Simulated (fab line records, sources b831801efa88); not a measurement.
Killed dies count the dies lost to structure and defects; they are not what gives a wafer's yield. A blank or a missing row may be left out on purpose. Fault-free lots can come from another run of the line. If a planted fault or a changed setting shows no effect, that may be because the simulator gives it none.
The tool behind it: which one? + flow gf180mcu + 12 lots with 36 wafers sampled at 4 steps, on a route of 602 steps

## WHAT THE GAUGES READ, wafer by wafer
GF_V5_THK_MEAS_25: measures by xrf. Usual: for V5_W_THK the level is 346 nm and the standard deviation is 4.7.
| lot  | measured     | on            | V5_W_THK (nm) | flag |
|------|--------------|---------------|---------------|------|
| L973 | day 27 10:36 | film metro-02 | 345 343 347   |      |
| L975 | day 28 11:19 | film metro-01 | 342 346 345   |      |
| L976 | day 28 12:16 | film metro-04 | 345 343 346   |      |
| L977 | day 29 06:41 | film metro-04 | 343 337 341   |      |
| L980 | day 29 15:07 | film metro-04 | 344 352 347   |      |
| L979 | day 29 15:56 | film metro-04 | 339 339 337   |      |
| L983 | day 30 13:29 | film metro-04 | 341 342 339   |      |
| L984 | day 30 22:19 | film metro-04 | 342 337 345   |      |
| L985 | day 31 02:08 | film metro-01 | 345 348 345   |      |
| L986 | day 31 11:16 | film metro-04 | 352 346 346   |      |
| L987 | day 31 19:26 | film metro-04 | 341 336 345   |      |
| L995 | day 33 11:51 | film metro-02 | 353 353 349   |      |

GF_PASSIVATION_THK_MEAS_03. Usual: for PASSIVATION_CVD_02_THK the level is 703 nm and the standard deviation is 11.
| lot  | measured     | on            | PASSIVATION_CVD_02_THK (nm) | flag |
|------|--------------|---------------|-----------------------------|------|
| L973 | day 28 07:46 | film metro-01 | 674 703 713                 |      |
| L975 | day 29 09:00 | film metro-03 | 672 718 697                 |      |
| L976 | day 29 09:19 | film metro-02 | 687 698 711                 |      |
| L977 | day 30 02:54 | film metro-03 | 683 696 696                 |      |
| L980 | day 30 11:43 | film metro-03 | 701 696 708                 |      |
| L979 | day 30 12:36 | film metro-01 | 686 710 703                 |      |
| L983 | day 31 09:56 | film metro-03 | 713 705 717                 |      |
| L984 | day 31 16:55 | film metro-03 | 702 704 712                 |      |
| L985 | day 31 20:37 | film metro-03 | 704 708 718                 |      |
| L986 | day 32 06:17 | film metro-02 | 690 700 703                 |      |
| L987 | day 32 14:25 | film metro-03 | 707 703 717                 |      |
| L995 | day 34 05:09 | film metro-02 | 700 694 717                 |      |

## TOOL THAT RAN EACH LOT (tool first, then ch and the chambers of the sampled wafers, then the start)
| lot  | GF_M3_METAL_ETCH_16               | GF_TOP_METAL_STRIP_17                |
|------|-----------------------------------|--------------------------------------|
| L973 | rie metal-03 ch 0,1, day 21 11:17 | plasma asher-02 ch 0, day 28 06:46   |
| L975 | rie metal-03 ch 0,1, day 22 18:50 | plasma asher-02 ch 0,1, day 29 08:02 |
| L976 | rie metal-02 ch 0,1, day 22 21:27 | plasma asher-01 ch 0,1, day 29 08:20 |
| L977 | rie metal-04 ch 0,1, day 23 20:23 | plasma asher-02 ch 0,1, day 30 01:56 |
| L980 | rie metal-02 ch 0,1, day 24 05:00 | plasma asher-01 ch 0,1, day 30 10:37 |
| L979 | rie metal-04 ch 0,1, day 24 05:57 | plasma asher-02 ch 0,1, day 30 11:38 |
| L983 | rie metal-04 ch 0,1, day 25 05:41 | plasma asher-02 ch 0,1, day 31 08:56 |
| L984 | rie metal-03 ch 0,1, day 25 17:00 | plasma asher-01 ch 0,1, day 31 15:56 |
| L985 | rie metal-03 ch 0,1, day 25 20:59 | plasma asher-04 ch 0,1, day 31 19:38 |
| L986 | rie metal-03 ch 0,1, day 26 05:20 | plasma asher-04 ch 1, day 32 05:20   |
| L987 | rie metal-03 ch 0, day 26 16:32   | plasma asher-04 ch 0,1, day 32 13:26 |
| L995 | rie metal-04 ch 0,1, day 28 16:17 | plasma asher-04 ch 0,1, day 34 04:10 |
- GF_M3_METAL_ETCH_16: etches the open film in Cl2/BCl3, stops on SiO2, target depth 750.8 nm, time 125.1 s.
- GF_TOP_METAL_STRIP_17: strips in O2/N2.

## WHAT THE TOOLS THEMSELVES READ (means of the sampled wafers that have a number; where no wafer has one, the mark that the record gives instead)
GF_M3_METAL_ETCH_16. Usual: drypump motor current A 5.6 A, standard deviation 0.46; oes product au 0.988 a.u., standard deviation 0.0077; throttle valve pct 28.232 %, standard deviation 0.012.
| lot  | tool         | drypump motor current A (A) | oes product au (a.u.) | throttle valve pct (%) | flag |
|------|--------------|-----------------------------|-----------------------|------------------------|------|
| L973 | rie metal-03 | 5.2                         | 0.993                 | 28.229                 |      |
| L975 | rie metal-03 | 5.3                         | 0.994                 | 28.215                 |      |
| L976 | rie metal-02 | 5.2                         | 0.985                 | 28.234                 |      |
| L977 | rie metal-04 | 6.1                         | 0.981                 | 28.243                 |      |
| L980 | rie metal-02 | 5.3                         | 0.991                 | 28.230                 |      |
| L979 | rie metal-04 | 5.9                         | 0.982                 | 28.235                 |      |
| L983 | rie metal-04 | 6.1                         | 0.977                 | 28.244                 |      |
| L984 | rie metal-03 | 5.3                         | 0.996                 | 28.224                 |      |
| L985 | rie metal-03 | 5.2                         | 0.992                 | 28.237                 |      |
| L986 | rie metal-03 | 5.2                         | 0.993                 | 28.227                 |      |
| L987 | rie metal-03 | 5.4                         | 0.997                 | 28.217                 |      |
| L995 | rie metal-04 | 6.1                         | 0.988                 | 28.240                 |      |

GF_TOP_METAL_STRIP_17. Usual: drypump motor current A 5.6 A, standard deviation 0.62; heater power w 333 W, standard deviation 30; oes product au 0.710 a.u., standard deviation 0.0041; strip time to endpoint s 12.94 s, standard deviation 0.11.
| lot  | tool            | drypump motor current A (A) | heater power w (W) | oes product au (a.u.) | strip time to endpoint s (s) | flag |
|------|-----------------|-----------------------------|--------------------|-----------------------|------------------------------|------|
| L973 | plasma asher-02 | 6.3                         | 302                | 0.712                 | 12.82                        |      |
| L975 | plasma asher-02 | 5.4                         | 310                | 0.710                 | 12.85                        |      |
| L976 | plasma asher-01 | 5.5                         | 369                | 0.711                 | 13.01                        |      |
| L977 | plasma asher-02 | 5.4                         | 308                | 0.711                 | 12.82                        |      |
| L980 | plasma asher-01 | 5.4                         | 343                | 0.710                 | 12.86                        |      |
| L979 | plasma asher-02 | 5.8                         | 307                | 0.711                 | 13.00                        |      |
| L983 | plasma asher-02 | 5.8                         | 309                | 0.711                 | 12.85                        |      |
| L984 | plasma asher-01 | 5.5                         | 372                | 0.710                 | 12.82                        |      |
| L985 | plasma asher-04 | 5.4                         | 358                | 0.709                 | 12.96                        |      |
| L986 | plasma asher-04 | 5.0                         | 372                | 0.714                 | 13.01                        |      |
| L987 | plasma asher-04 | 5.8                         | 340                | 0.711                 | 12.96                        |      |
| L995 | plasma asher-04 | 5.9                         | 345                | 0.711                 | 12.89                        |      |

## THE ANSWER, worked out from the rows above alone
Rule: a lot is off if the mean of its wafers that have a number lies more than 3 standard deviations from the usual mean. A lot without any number at a reading at which 4 lots or more have one is off too. All remaining lots with rows at the step are treated as sound. Order of review: gauges by route order, followed by the tools' own readings, for which a lot's mean as printed above is used. At the first step where some lot is off, the reading lying furthest off is the one used; lots without a number count as furthest.
Across all readings shown, no lot is off: no conclusion can be drawn from this.

## WHAT HAD BEEN PUT IN BY THE SIMULATOR
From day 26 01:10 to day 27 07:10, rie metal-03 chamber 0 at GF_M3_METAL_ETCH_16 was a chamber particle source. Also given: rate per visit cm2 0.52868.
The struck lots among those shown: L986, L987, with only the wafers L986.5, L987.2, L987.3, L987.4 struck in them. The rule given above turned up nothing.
